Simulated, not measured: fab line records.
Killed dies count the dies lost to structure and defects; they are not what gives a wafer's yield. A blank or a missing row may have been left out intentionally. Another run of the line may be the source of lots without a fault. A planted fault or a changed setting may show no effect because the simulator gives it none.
Problem report in the 8D (eight disciplines) form, filled by code ; flow gf180mcu ; the parts of the form that need people (team, actions taken, sign-off) are left out

1. WHAT IS WRONG
Wafers without a fault read 7.55 s, standard deviation 0.037; stripTimeToEndpointS at GF_M5_STRIP_11 reads a mean of 6.78 s on 6 wafers belonging to 2 lots. That is -21 standard deviations from the usual mean.
The step: strips in O2/N2.
Earliest sighting: wafer L233.3 on plasmaAsher-01 at day 28 12:25. The record holds 36 wafers of 12 lots with a number at this step. The rule behind "out" and "out of limits": a value lying over 4 standard deviations away from the usual mean. The rest of the wafers with a number are treated as sound.

2. WHAT IT IS, AND WHAT IT ISN'T
question;is;is not
which readings at this step;stripTimeToEndpointS, oesProductAu;drypumpMotorCurrentA, heaterPowerW, platenTempC
which lots;L233, L235;L228, L229, L240, L244, L245, L246, L247, L248, L249, L250
which wafers of those lots;all that have a number;-
read on which tools;plasmaAsher-01;plasmaAsher-02, plasmaAsher-04
when;from day 28 12:25;"up to then (6 sound wafers); but 24 sound wafers of L240, L244, L245, L246, L247, L248, L249, L250 came after"

3. WHAT RULES OUT EACH SUSPECT
Counting: a tool at any process step up to the reading remains a suspect when it ran all the lots that are out and ran no sound lot after the first of those.
- plasmaAsher-03 at GF_V4_STRIP_18 (strips in O2/N2): ruled out as a lasting fault. The sound lots L244, L247 went through it after L233, its earliest lot that is out (day 26 17:23).
- pvdSputter-04 at GF_V4_SPUTTER_21 (material Ti, target thk 15 nm, time 80.02 s): ruled out as a lasting fault. The sound lots L246, L249 went through it after L233, its earliest lot that is out (day 26 17:54).
- rieMetal-02 at GF_M5_METAL_ETCH_10 (etches the open film in Cl2/BCl3, stops on SiO2, target depth 627.5 nm, time 104.6 s): ruled out as a lasting fault. The sound lots L244, L245, L247, L249 went through it after L233, its earliest lot that is out (day 28 12:19).
- plasmaAsher-01 at GF_M5_STRIP_11 (strips in O2/N2): ruled out as a lasting fault. The sound lots L244 went through it after L233, its earliest lot that is out (day 28 12:25).
Left after counting: nothing in the record.

4. THE CAUSE (what the simulator had put in)
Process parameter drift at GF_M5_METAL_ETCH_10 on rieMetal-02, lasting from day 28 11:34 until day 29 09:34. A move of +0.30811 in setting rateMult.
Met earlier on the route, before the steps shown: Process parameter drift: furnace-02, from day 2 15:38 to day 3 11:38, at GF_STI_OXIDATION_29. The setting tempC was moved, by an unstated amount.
Counting ruled it out, wrongly: the rule takes a fault to strike every lot that its tool runs from its start on, and this one did not.

5. SEQUENCE OF EFFECTS, ordered by route
Each row: a reading whose mean over the struck wafers that have a number lies more than 3 standard deviations from the usual. Only readings whose record carries a usual standard deviation are examined. hours: median over the lots of the time between each lot's start at the first step of this table that gives one and its start at this step. sigmas: the change, counted in usual standard deviations.
hours;step;reading;usual;on struck wafers;change;sigmas
0;GF_M5_STRIP_11;oesProductAu;0.544 a.u.;0.513;-0.031;-6.2
0;GF_M5_STRIP_11;stripTimeToEndpointS;7.55 s;6.78;-0.77;-21
Process steps it contains:
- GF_M5_STRIP_11: strips in O2/N2.

6. HOW IT WOULD HAVE BEEN CAUGHT EARLIER
In this record the first reading out of limits was taken at day 28 12:25, 1 hour after the fault began at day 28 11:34.
Tool readings at GF_M5_METAL_ETCH_10 with a usual standard deviation given in the record: none out on any struck wafer, hence no alarm at a limit of 4 standard deviations on them.
